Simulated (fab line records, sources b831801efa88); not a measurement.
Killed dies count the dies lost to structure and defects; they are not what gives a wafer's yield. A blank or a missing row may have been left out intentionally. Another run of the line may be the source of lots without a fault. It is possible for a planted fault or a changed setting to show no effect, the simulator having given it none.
Chamber matching || flow sky130 || cmp-02 running SKY_FIELD_ISO_CMP_27: 4 sister chambers
The step polishes, stops on Si3N4, t overpolish 16 s, target thk 457.8 nm. 8 wafers are shown with their chamber, then 8 later ones without.

## WAFERS, EACH WITH ITS CHAMBER
{"wafer": "L709.4", "chamber": 2, "motor_current_A (A)": 14.1, "time_to_endpoint_s (s)": 110}
{"wafer": "L715.6", "chamber": 1, "motor_current_A (A)": 11.6, "time_to_endpoint_s (s)": 102}
{"wafer": "L716.3", "chamber": 1, "motor_current_A (A)": 11.7, "time_to_endpoint_s (s)": 107}
{"wafer": "L716.4", "chamber": 0, "motor_current_A (A)": 11.2, "time_to_endpoint_s (s)": 120}
{"wafer": "L719.2", "chamber": 0, "motor_current_A (A)": 11.5, "time_to_endpoint_s (s)": 120}
{"wafer": "L719.3", "chamber": 3, "motor_current_A (A)": 13.8, "time_to_endpoint_s (s)": 112}
{"wafer": "L719.5", "chamber": 2, "motor_current_A (A)": 13.5, "time_to_endpoint_s (s)": 110}
{"wafer": "L724.1", "chamber": 3, "motor_current_A (A)": 13.6, "time_to_endpoint_s (s)": 112}

## WAFERS WHOSE CHAMBER IS MISSING
{"wafer": "L724.3", "motor_current_A (A)": 11.0, "time_to_endpoint_s (s)": 118}
{"wafer": "L724.6", "motor_current_A (A)": 11.7, "time_to_endpoint_s (s)": 104}
{"wafer": "L725.1", "motor_current_A (A)": 14.2, "time_to_endpoint_s (s)": 114}
{"wafer": "L725.3", "motor_current_A (A)": 11.4, "time_to_endpoint_s (s)": 124}
{"wafer": "L725.4", "motor_current_A (A)": 13.5, "time_to_endpoint_s (s)": 119}
{"wafer": "L726.1", "motor_current_A (A)": 14.6, "time_to_endpoint_s (s)": 110}
{"wafer": "L726.3", "motor_current_A (A)": 11.9, "time_to_endpoint_s (s)": 118}
{"wafer": "L726.4", "motor_current_A (A)": 13.3, "time_to_endpoint_s (s)": 114}

## WHICH CHAMBER EACH WENT THROUGH
{"wafer": "L724.3", "from the rows above": 0, "in truth": 0}
{"wafer": "L724.6", "from the rows above": 1, "in truth": 1}
{"wafer": "L725.1", "from the rows above": "can't be placed: 3 or 2", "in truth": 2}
{"wafer": "L725.3", "from the rows above": 0, "in truth": 0}
{"wafer": "L725.4", "from the rows above": "can't be placed: 3 or 2", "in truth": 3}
{"wafer": "L726.1", "from the rows above": "can't be placed: 2 or 3", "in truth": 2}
{"wafer": "L726.3", "from the rows above": 0, "in truth": 0}
{"wafer": "L726.4", "from the rows above": "can't be placed: 3 or 2", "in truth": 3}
Placed correctly: 4 of 8. Unplaceable from these rows: 4, with the true chamber sitting among the candidates in 4. Number placed wrongly: 0.
How it was worked out, from the rows above alone: a wafer's distance from a chamber is the root of the sum, over the readings, of the square of ((its reading less the chamber's mean) divided by the reading's scatter). The wafer belongs to the nearest chamber; if the next one is less than 2 further off, it can't be placed. A chamber's mean is the mean of its shown wafers. The scatter: take each reading less its chamber's mean, square it, sum over the shown wafers, divide by the number of wafers less the number of chambers, and take the root.
